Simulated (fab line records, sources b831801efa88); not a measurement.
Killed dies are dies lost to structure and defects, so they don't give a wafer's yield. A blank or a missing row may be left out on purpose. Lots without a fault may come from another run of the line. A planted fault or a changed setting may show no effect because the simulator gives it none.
Which tool did it? | flow sky130 | 10 lots, 28 wafers sampled, at 6 steps of a route of 708

WHAT THE GAUGES READ, wafer by wafer
The record holds no reading of a measuring or inspecting step that can be judged against a usual standard deviation.

WHICH TOOL RAN EACH LOT (tool, then ch and the chambers of the sampled wafers, then the start)
lot  | SKY_NWELL_STRIP_25                   | SKY_VT_ADJUST_LVTN_STRIP_09          | SKY_RES_PROTECT_STRIP_07             | SKY_METAL2_ETCH_18                | SKY_METAL2_STRIP_20                  | SKY_PAD_OPEN_PROBE_99
L842 | plasma_asher-02 ch 0,1, day 5 22:05  | plasma_asher-01 ch 0,1, day 7 14:07  | plasma_asher-01 ch 0,1, day 16 06:32 | rie_metal-04 ch 0, day 36 19:04   | plasma_asher-02 ch 0,1, day 36 19:22 | -
L844 | plasma_asher-02 ch 0,1, day 6 14:02  | plasma_asher-02 ch 1, day 8 07:37    | plasma_asher-04 ch 0,1, day 17 01:29 | rie_metal-03 ch 0,1, day 37 11:05 | plasma_asher-01 ch 1, day 37 11:14   | -
L846 | plasma_asher-01 ch 0,1, day 6 23:21  | plasma_asher-01 ch 0,1, day 8 16:47  | plasma_asher-02 ch 0,1, day 17 13:55 | rie_metal-04 ch 0,1, day 37 18:05 | plasma_asher-02 ch 0,1, day 37 18:14 | -
L847 | plasma_asher-01 ch 0,1, day 7 08:16  | plasma_asher-03 ch 0,1, day 9 03:56  | plasma_asher-02 ch 0,1, day 18 07:10 | rie_metal-03 ch 0,1, day 38 08:08 | plasma_asher-02 ch 0,1, day 38 08:17 | -
L850 | plasma_asher-01 ch 0,1, day 8 03:02  | plasma_asher-03 ch 0,1, day 10 00:05 | plasma_asher-04 ch 0,1, day 19 11:02 | rie_metal-03 ch 0,1, day 39 07:22 | plasma_asher-01 ch 0,1, day 39 07:32 | -
L854 | plasma_asher-02 ch 0, day 9 02:26    | plasma_asher-03 ch 0,1, day 11 01:14 | plasma_asher-01 ch 1, day 20 20:22   | rie_metal-03 ch 0,1, day 40 11:54 | plasma_asher-04 ch 0,1, day 40 12:03 | prober-02, day 50 03:41
L857 | plasma_asher-02 ch 0,1, day 9 18:05  | plasma_asher-03 ch 1, day 11 17:16   | plasma_asher-02 ch 0, day 21 15:42   | rie_metal-03 ch 0, day 41 02:20   | plasma_asher-04 ch 0,1, day 41 02:30 | prober-01, day 50 14:53
L860 | plasma_asher-01 ch 0,1, day 10 13:43 | plasma_asher-02 ch 0,1, day 12 13:53 | plasma_asher-01 ch 1, day 22 19:09   | rie_metal-01 ch 0,1, day 41 22:14 | plasma_asher-04 ch 0,1, day 41 22:23 | -
L861 | plasma_asher-04 ch 0,1, day 10 21:55 | plasma_asher-02 ch 0,1, day 13 00:04 | plasma_asher-02 ch 0,1, day 23 03:33 | rie_metal-01 ch 0, day 42 06:41   | plasma_asher-01 ch 0,1, day 42 06:50 | prober-01, day 51 12:42
L862 | plasma_asher-01 ch 0,1, day 11 03:23 | plasma_asher-03 ch 0,1, day 13 04:49 | plasma_asher-01 ch 0,1, day 23 11:16 | rie_metal-04 ch 0,1, day 42 11:03 | plasma_asher-02 ch 0,1, day 42 11:13 | prober-02, day 51 13:11
- SKY_NWELL_STRIP_25: strips in O2/N2.
- SKY_VT_ADJUST_LVTN_STRIP_09: strips in O2/N2.
- SKY_RES_PROTECT_STRIP_07: strips in O2/N2.
- SKY_METAL2_ETCH_18: etches BARC in N2/H2, stops on SiO2, time 45.9 s, target depth 60 nm.
- SKY_METAL2_STRIP_20: strips in O2/N2.
- SKY_PAD_OPEN_PROBE_99

WHAT THE TOOLS THEMSELVES READ (means of the sampled wafers that have a number; where no wafer has one, the mark that the record gives instead)
SKY_NWELL_STRIP_25. Usual: drypump_motor_current_A 5.8 A, standard deviation 0.4; n2_flow_sccm 300.0 sccm, standard deviation 0.82; oes_product_au 0.722 a.u., standard deviation 0.0044; strip_time_to_endpoint_s 36.92 s, standard deviation 0.12.
lot  | tool            | drypump_motor_current_A (A) | n2_flow_sccm (sccm) | oes_product_au (a.u.) | strip_time_to_endpoint_s (s) | flag
L842 | plasma_asher-02 | 6.0                         | 300.3               | 0.725                 | 36.91                        |
L844 | plasma_asher-02 | 6.0                         | 300.8               | 0.717                 | 36.91                        |
L846 | plasma_asher-01 | 5.4                         | 300.8               | 0.725                 | 36.95                        |
L847 | plasma_asher-01 | 5.7                         | 300.5               | 0.723                 | 36.82                        |
L850 | plasma_asher-01 | 5.4                         | 299.7               | 0.719                 | 37.06                        |
L854 | plasma_asher-02 | 6.0                         | 299.9               | 0.726                 | 36.70                        |
L857 | plasma_asher-02 | 6.0                         | 299.4               | 0.720                 | 36.89                        |
L860 | plasma_asher-01 | 5.7                         | 300.2               | 0.717                 | 36.94                        |
L861 | plasma_asher-04 | 5.8                         | 299.6               | 0.723                 | 37.08                        |
L862 | plasma_asher-01 | 5.7                         | 299.8               | 0.719                 | 36.88                        |

SKY_VT_ADJUST_LVTN_STRIP_09. Usual: drypump_motor_current_A 5.6 A, standard deviation 0.4; n2_flow_sccm 299.9 sccm, standard deviation 0.86; oes_product_au 0.723 a.u., standard deviation 0.0048; strip_time_to_endpoint_s 36.93 s, standard deviation 0.1.
lot  | tool            | drypump_motor_current_A (A) | n2_flow_sccm (sccm) | oes_product_au (a.u.) | strip_time_to_endpoint_s (s) | flag
L842 | plasma_asher-01 | 5.4                         | 300.2               | 0.722                 | 37.09                        |
L844 | plasma_asher-02 | 6.1                         | 300.1               | 0.723                 | 36.94                        |
L846 | plasma_asher-01 | 5.7                         | 299.8               | 0.728                 | 37.11                        |
L847 | plasma_asher-03 | 5.3                         | 299.3               | 0.720                 | 36.89                        |
L850 | plasma_asher-03 | 5.3                         | 300.7               | 0.724                 | 36.97                        |
L854 | plasma_asher-03 | 5.3                         | 300.0               | 0.727                 | 36.90                        |
L857 | plasma_asher-03 | 5.2                         | 300.5               | 0.722                 | 36.83                        |
L860 | plasma_asher-02 | 6.0                         | 300.5               | 0.724                 | 36.91                        |
L861 | plasma_asher-02 | 6.1                         | 299.8               | 0.725                 | 36.92                        |
L862 | plasma_asher-03 | 5.3                         | 298.7               | 0.727                 | 36.91                        |

SKY_RES_PROTECT_STRIP_07. Usual: drypump_motor_current_A 5.7 A, standard deviation 0.42; n2_flow_sccm 300.2 sccm, standard deviation 0.9; oes_product_au 0.517 a.u., standard deviation 0.0044; strip_time_to_endpoint_s 23.28 s, standard deviation 0.042.
lot  | tool            | drypump_motor_current_A (A) | n2_flow_sccm (sccm) | oes_product_au (a.u.) | strip_time_to_endpoint_s (s) | flag
L842 | plasma_asher-01 | 5.4                         | 299.3               | 0.518                 | 23.26                        |
L844 | plasma_asher-04 | 5.8                         | 299.7               | 0.520                 | 23.29                        |
L846 | plasma_asher-02 | 6.1                         | 300.5               | 0.519                 | 23.22                        |
L847 | plasma_asher-02 | 6.1                         | 301.2               | 0.519                 | 23.30                        |
L850 | plasma_asher-04 | 5.5                         | 300.5               | 0.516                 | 23.32                        |
L854 | plasma_asher-01 | 5.1                         | 299.4               | 0.514                 | 23.26                        |
L857 | plasma_asher-02 | 6.0                         | 300.4               | 0.520                 | 23.30                        |
L860 | plasma_asher-01 | 5.1                         | 299.3               | 0.515                 | 23.33                        |
L861 | plasma_asher-02 | 6.1                         | 300.2               | 0.514                 | 23.25                        |
L862 | plasma_asher-01 | 5.4                         | 300.2               | 0.515                 | 23.34                        |

SKY_METAL2_ETCH_18. Usual: drypump_motor_current_A 5.82 A, standard deviation 0.24; n2_flow_sccm 99.94 sccm, standard deviation 0.27; oes_product_au 0.854 a.u., standard deviation 0.0046; throttle_valve_pct 13.225 %, standard deviation 0.0095.
lot  | tool         | drypump_motor_current_A (A) | n2_flow_sccm (sccm) | oes_product_au (a.u.) | throttle_valve_pct (%) | flag
L842 | rie_metal-04 | 5.74                        | 100.15              | 0.849                 | 13.232                 |
L844 | rie_metal-03 | 6.02                        | 99.79               | 0.861                 | 13.223                 |
L846 | rie_metal-04 | 5.63                        | 99.90               | 0.856                 | 13.211                 |
L847 | rie_metal-03 | 5.83                        | 99.89               | 0.855                 | 13.225                 |
L850 | rie_metal-03 | 5.84                        | 100.03              | 0.855                 | 13.226                 |
L854 | rie_metal-03 | 5.92                        | 100.27              | 0.810                 | 13.212                 | OFF
L857 | rie_metal-03 | 6.21                        | 99.92               | 0.808                 | 13.217                 | OFF
L860 | rie_metal-01 | 5.96                        | 99.94               | 0.856                 | 13.228                 |
L861 | rie_metal-01 | 5.78                        | 100.10              | 0.855                 | 13.224                 |
L862 | rie_metal-04 | 5.68                        | 99.80               | 0.851                 | 13.219                 |

SKY_METAL2_STRIP_20. Usual: drypump_motor_current_A 5.8 A, standard deviation 0.4; n2_flow_sccm 300.1 sccm, standard deviation 0.9; oes_product_au 0.342 a.u., standard deviation 0.0041; strip_time_to_endpoint_s 2.682 s, standard deviation 0.029.
lot  | tool            | drypump_motor_current_A (A) | n2_flow_sccm (sccm) | oes_product_au (a.u.) | strip_time_to_endpoint_s (s) | flag
L842 | plasma_asher-02 | 6.0                         | 299.0               | 0.347                 | 2.711                        |
L844 | plasma_asher-01 | 5.2                         | 299.8               | 0.341                 | 2.675                        |
L846 | plasma_asher-02 | 6.0                         | 300.2               | 0.341                 | 2.701                        |
L847 | plasma_asher-02 | 6.0                         | 300.0               | 0.344                 | 2.623                        |
L850 | plasma_asher-01 | 5.7                         | 300.6               | 0.344                 | 2.656                        |
L854 | plasma_asher-04 | 5.7                         | 298.7               | 0.345                 | 2.731                        |
L857 | plasma_asher-04 | 5.7                         | 299.9               | 0.344                 | 2.777                        | OFF
L860 | plasma_asher-04 | 5.5                         | 300.4               | 0.344                 | 2.703                        |
L861 | plasma_asher-01 | 5.7                         | 299.8               | 0.343                 | 2.677                        |
L862 | plasma_asher-02 | 6.0                         | 300.5               | 0.340                 | 2.678                        |

SKY_PAD_OPEN_PROBE_99. Usual: defect_limited_yield 82.3 %, standard deviation 1.8; killed_at_M0_to_M3 43, standard deviation 6.9; killed_at_M4_up 3.2, standard deviation 1.6; killed_at_contacts 25, standard deviation 5.1; killed_at_front_end 16, standard deviation 4.5; killed_at_other 0.3, standard deviation 0.68; killed_dies 87, standard deviation 8.9; killed_open 48, standard deviation 6.9; killed_short 39, standard deviation 6.3.
lot  | tool      | defect_limited_yield (%) | killed_at_M0_to_M3 | killed_at_M4_up | killed_at_contacts | killed_at_front_end | killed_at_other | killed_dies | killed_open | killed_short | flag
L854 | prober-02 | 81.3                     | 40                 | 3.0             | 32                 | 17                  | 0.0             | 92          | 53          | 39           |
L857 | prober-01 | 82.6                     | 44                 | 1.5             | 20                 | 19                  | 0.0             | 86          | 46          | 39           |
L861 | prober-01 | 82.7                     | 44                 | 2.0             | 22                 | 15                  | 2.0             | 85          | 46          | 38           |
L862 | prober-02 | 80.7                     | 45                 | 4.3             | 25                 | 20                  | 0.7             | 95          | 49          | 45           |

THE ANSWER, worked out from the rows above alone
Rule: a lot is off if the mean of its wafers that have a number lies more than 3 standard deviations from the usual mean. A lot without any number at a reading at which 4 lots or more have one is off too. The other lots that the step has rows for count as sound. The gauges are gone through in route order, then the tools' own readings, and for those a lot's mean is taken as printed above. The first step at which some lot is off is used, and at that step the reading that is off furthest; a lot without a number counts as furthest.
Off: L854, L857, at SKY_METAL2_ETCH_18 (oes_product_au).
A tool fits if, at that step or a process step before it, it ran every lot that is off, and no sound lot after the first of them. Can't be told from this: 2 tools fit, plasma_asher-02 at SKY_NWELL_STRIP_25, rie_metal-03 at SKY_METAL2_ETCH_18.

WHAT THE SIMULATOR HAD PUT IN
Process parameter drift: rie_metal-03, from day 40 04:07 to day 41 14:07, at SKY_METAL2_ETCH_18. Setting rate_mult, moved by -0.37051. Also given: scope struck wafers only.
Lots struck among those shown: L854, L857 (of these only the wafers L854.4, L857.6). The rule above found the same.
